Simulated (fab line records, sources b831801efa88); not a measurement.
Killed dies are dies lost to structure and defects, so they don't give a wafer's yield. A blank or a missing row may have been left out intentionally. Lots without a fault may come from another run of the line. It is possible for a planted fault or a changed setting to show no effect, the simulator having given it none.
The tool behind it: which one? ; flow sky130 ; 24 lots, 72 wafers sampled, at 6 steps of a route of 708

WHAT EACH GAUGE READ, for each wafer
SKY_VIA3_CD_MEAS_12: target cd 200 nm.
lot;measured;on;cd-nm (nm)
L074;day 39 05:44;cd-sem-01;198.8 197.8 198.0
L075;day 40 08:26;cd-sem-02;200.4 199.9 199.7
L076;day 40 22:10;cd-sem-02;198.8 198.1 196.4
L077;day 41 05:26;cd-sem-02;200.1 199.8 200.6
L078;day 41 21:47;cd-sem-02;201.8 201.4 200.7
L079;day 41 22:51;cd-sem-02;201.5 201.5 201.9
L081;day 42 00:26;cd-sem-01;200.1 201.1 200.4
L080;day 42 01:23;cd-sem-01;197.9 199.3 198.6
L083;day 42 03:56;cd-sem-01;202.0 202.1 200.6
L082;day 42 06:16;cd-sem-01;198.8 199.4 200.3
L084;day 42 19:23;cd-sem-02;201.1 199.7 198.9
L085;day 42 23:06;cd-sem-02;201.3 201.3 201.8
L086;day 43 02:58;cd-sem-01;199.3 201.1 199.4
L087;day 43 14:14;cd-sem-01;199.2 200.5 198.5
L088;day 43 20:55;cd-sem-02;200.5 200.1 200.0
L089;day 43 21:59;cd-sem-02;198.6 197.1 198.4
L090;day 44 01:09;cd-sem-01;199.3 200.5 200.2
L091;day 44 11:01;cd-sem-01;200.7 199.7 201.7
L092;day 45 04:29;cd-sem-01;200.9 201.1 200.3
L093;day 45 08:58;cd-sem-02;199.3 200.5 199.3
L095;day 45 14:14;cd-sem-01;199.5 199.2 198.6
L094;day 45 16:05;cd-sem-02;195.6 198.3 197.0
L096;day 45 19:11;cd-sem-01;200.9 201.9 202.1
L097;day 46 03:34;cd-sem-02;199.7 199.7 198.0

SKY_VIA3_OVL_MEAS_13.
lot;measured;on;VIA3_OVL (nm)
L074;day 39 05:52;overlay-02;1 0 4
L075;day 40 08:31;overlay-02;0 9 -4
L076;day 40 22:16;overlay-01;0 -6 1
L077;day 41 05:34;overlay-01;4 1 2
L078;day 41 21:52;overlay-01;-6 0 -2
L079;day 41 22:58;overlay-02;0 -2 0
L081;day 42 00:34;overlay-01;3 2 -1
L080;day 42 01:31;overlay-02;4 7 6
L083;day 42 04:04;overlay-01;-1 9 8
L082;day 42 06:22;overlay-02;-4 9 7
L084;day 42 19:31;overlay-02;-6 8 -2
L085;day 42 23:13;overlay-02;-2 10 1
L086;day 43 03:04;overlay-02;13 0 3
L087;day 43 14:22;overlay-02;-4 -1 3
L088;day 43 21:01;overlay-02;-8 -3 -9
L089;day 43 22:07;overlay-01;0 12 12
L090;day 44 01:14;overlay-02;5 -2 4
L091;day 44 11:07;overlay-02;-1 0 -5
L092;day 45 04:34;overlay-01;0 5 10
L093;day 45 09:04;overlay-02;10 4 5
L095;day 45 14:22;overlay-02;-7 -5 -6
L094;day 45 16:13;overlay-01;0 11 8
L096;day 45 19:16;overlay-02;3 -4 7
L097;day 46 03:40;overlay-01;3 0 6

SKY_CAP2M_RS_MEAS_03: measurement is done with a four-point probe.
lot;measured;on;CAP2M_TIN_RS (ohm/sq)
L074;day 39 07:38;film-metro-02;7.00 7.03 6.96
L075;day 40 10:20;film-metro-04;6.92 6.97 6.94
L076;day 41 00:01;film-metro-01;6.92 6.91 6.94
L077;day 41 07:25;film-metro-04;6.83 6.86 6.89
L078;day 41 23:41;film-metro-02;6.85 6.88 6.87
L079;day 42 00:45;film-metro-02;6.89 6.92 6.91
L081;day 42 02:19;film-metro-02;6.91 6.88 6.89
L080;day 42 03:16;film-metro-02;6.89 6.91 6.86
L083;day 42 05:51;film-metro-04;6.82 6.84 6.87
L082;day 42 08:07;film-metro-02;7.03 7.00 7.00
L084;day 42 21:15;film-metro-04;6.98 6.96 6.95
L085;day 43 00:58;film-metro-04;6.91 6.92 6.90
L086;day 43 04:50;film-metro-04;6.81 6.78 6.78
L087;day 43 16:08;film-metro-01;6.99 7.05 6.93
L088;day 43 22:52;film-metro-04;6.96 6.93 6.99
L089;day 43 23:52;film-metro-01;6.86 6.93 6.85
L090;day 44 03:38;film-metro-04;6.88 6.93 6.88
L091;day 44 12:53;film-metro-01;7.03 6.97 6.96
L092;day 45 06:22;film-metro-02;7.01 6.97 6.93
L093;day 45 10:49;film-metro-04;6.83 6.82 6.78
L095;day 45 16:06;film-metro-02;6.91 6.92 6.93
L094;day 45 17:58;film-metro-02;6.94 6.97 6.95
L096;day 45 21:02;film-metro-01;6.85 6.82 6.85
L097;day 46 05:28;film-metro-01;6.86 6.90 6.89

SKY_VIA4_THK_MEAS_20: measures by xrf.
lot;measured;on;VIA4_W_THK (nm)
L074;day 42 10:01;film-metro-04;493 509 493
L075;day 43 10:47;film-metro-04;484 489 488
L076;day 44 00:23;film-metro-03;494 488 492
L077;day 44 06:44;film-metro-04;488 491 494
L078;day 44 22:47;film-metro-01;506 495 499
L079;day 44 23:07;film-metro-04;494 504 496
L081;day 44 23:11;film-metro-01;497 493 496
L080;day 45 02:08;film-metro-04;505 489 492
L083;day 45 03:58;film-metro-04;506 500 497
L082;day 45 06:31;film-metro-03;499 506 507
L084;day 45 18:20;film-metro-04;502 497 491
L085;day 45 21:20;film-metro-04;490 510 493
L086;day 46 01:11;film-metro-03;493 496 502
L087;day 46 10:36;film-metro-04;492 480 491
L088;day 46 17:16;film-metro-01;517 519 519
L089;day 46 19:32;film-metro-03;511 494 496
L090;day 46 21:29;film-metro-01;503 504 517
L091;day 47 05:14;film-metro-04;499 505 495
L092;day 48 00:08;film-metro-03;491 500 495
L093;day 48 04:09;film-metro-04;513 508 503
L095;day 48 07:40;film-metro-04;496 498 492
L094;day 48 09:49;film-metro-01;495 505 493
L096;day 48 11:26;film-metro-03;495 501 497
L097;day 48 19:56;film-metro-04;499 499 493

TOOL THAT RAN EACH LOT (tool first, then ch and the chambers of the sampled wafers, then the start)
lot;SKY_METAL2_SPUTTER_01;SKY_VIA2_CVD_21
L074;pvd-sputter-03, day 33 14:49;cvd-w-01 ch 0,1, day 35 22:04
L075;pvd-sputter-02, day 34 20:04;cvd-w-01 ch 0,1, day 37 02:58
L076;pvd-sputter-02, day 35 10:58;cvd-w-02 ch 0,1, day 37 17:01
L077;pvd-sputter-02, day 35 20:19;cvd-w-02 ch 0,1, day 38 02:13
L078;pvd-sputter-03, day 36 11:54;cvd-w-02 ch 0,1, day 38 17:11
L079;pvd-sputter-03, day 36 14:01;cvd-w-02 ch 0,1, day 38 18:49
L081;pvd-sputter-02, day 36 15:26;cvd-w-02 ch 0,1, day 38 20:43
L080;pvd-sputter-03, day 36 17:01;cvd-w-02 ch 0,1, day 38 21:27
L083;pvd-sputter-01, day 36 17:37;cvd-w-02 ch 0,1, day 38 23:19
L082;pvd-sputter-03, day 36 21:23;cvd-w-02 ch 0,1, day 39 02:26
L084;pvd-sputter-03, day 37 11:23;cvd-w-02 ch 0,1, day 39 17:13
L085;pvd-sputter-01, day 37 13:37;cvd-w-01 ch 0,1, day 39 18:50
L086;pvd-sputter-03, day 37 20:02;cvd-w-01 ch 0,1, day 40 00:18
L087;pvd-sputter-03, day 38 08:08;cvd-w-01 ch 0,1, day 40 12:18
L088;pvd-sputter-03, day 38 15:47;cvd-w-01 ch 0,1, day 40 20:08
L089;pvd-sputter-02, day 38 17:17;cvd-w-02 ch 0,1, day 40 21:15
L090;pvd-sputter-03, day 38 21:43;cvd-w-01 ch 0,1, day 41 01:15
L091;pvd-sputter-03, day 39 08:22;cvd-w-01 ch 0,1, day 41 11:54
L092;pvd-sputter-01, day 40 03:52;cvd-w-02 ch 0,1, day 42 06:51
L093;pvd-sputter-01, day 40 10:29;cvd-w-01 ch 0,1, day 42 12:27
L095;pvd-sputter-02, day 40 14:56;cvd-w-02 ch 0,1, day 42 17:16
L094;pvd-sputter-01, day 40 19:23;cvd-w-02 ch 0, day 42 21:09
L096;pvd-sputter-02, day 40 20:20;cvd-w-02 ch 0,1, day 42 22:11
L097;pvd-sputter-01, day 41 07:06;cvd-w-01 ch 1, day 43 07:58
- SKY_METAL2_SPUTTER_01: material TiN, target thk 20 nm, time 16.7 s.
- SKY_VIA2_CVD_21: deposits W, target thk 420 nm, time 126.4 s.

WHAT THE TOOLS THEMSELVES READ (means of the sampled wafers that have a number; where no wafer has one, the mark that the record gives instead)
SKY_METAL2_SPUTTER_01.
lot;tool;throttle-valve-pct (%)
L074;pvd-sputter-03;29.0
L075;pvd-sputter-02;30.9
L076;pvd-sputter-02;31.1
L077;pvd-sputter-02;30.4
L078;pvd-sputter-03;29.2
L079;pvd-sputter-03;29.0
L081;pvd-sputter-02;30.6
L080;pvd-sputter-03;29.2
L083;pvd-sputter-01;29.5
L082;pvd-sputter-03;29.5
L084;pvd-sputter-03;28.9
L085;pvd-sputter-01;29.9
L086;pvd-sputter-03;29.8
L087;pvd-sputter-03;29.9
L088;pvd-sputter-03;28.9
L089;pvd-sputter-02;31.2
L090;pvd-sputter-03;29.5
L091;pvd-sputter-03;29.2
L092;pvd-sputter-01;29.8
L093;pvd-sputter-01;29.7
L095;pvd-sputter-02;31.0
L094;pvd-sputter-01;29.0
L096;pvd-sputter-02;31.3
L097;pvd-sputter-01;29.7

SKY_VIA2_CVD_21.
lot;tool;heater-power-w (W)
L074;cvd-w-01;855
L075;cvd-w-01;850
L076;cvd-w-02;967
L077;cvd-w-02;956
L078;cvd-w-02;869
L079;cvd-w-02;864
L081;cvd-w-02;880
L080;cvd-w-02;889
L083;cvd-w-02;885
L082;cvd-w-02;889
L084;cvd-w-02;878
L085;cvd-w-01;826
L086;cvd-w-01;827
L087;cvd-w-01;834
L088;cvd-w-01;824
L089;cvd-w-02;965
L090;cvd-w-01;832
L091;cvd-w-01;823
L092;cvd-w-02;972
L093;cvd-w-01;825
L095;cvd-w-02;886
L094;cvd-w-02;1066
L096;cvd-w-02;869
L097;cvd-w-01;818

THE ANSWER, worked out from the rows above alone
Rule: the usual values come from the lots themselves. Put in order of their means at a reading, lots are off if they are a third of the lots or fewer, leave a main group of 4 or more, and stand apart from it by a gap of 3 or more times the standard deviation of the main group's means; of several such gaps the widest counts. A main group whose means are all the same, to the digits that the tables above print for the reading, isn't used. Also off: a lot with no number at a reading for which 4 or more lots have one. Where the step has rows for the other lots, those lots are counted as sound. After the gauges, taken in route order, come the tools' own readings; for these a lot's mean is taken, as printed above. At the first step where some lot is off, the reading lying furthest off is the one used; lots without a number count as furthest.
Across all readings shown, no lot is off: no conclusion can be drawn from this.

WHAT THE SIMULATOR HAD INSERTED
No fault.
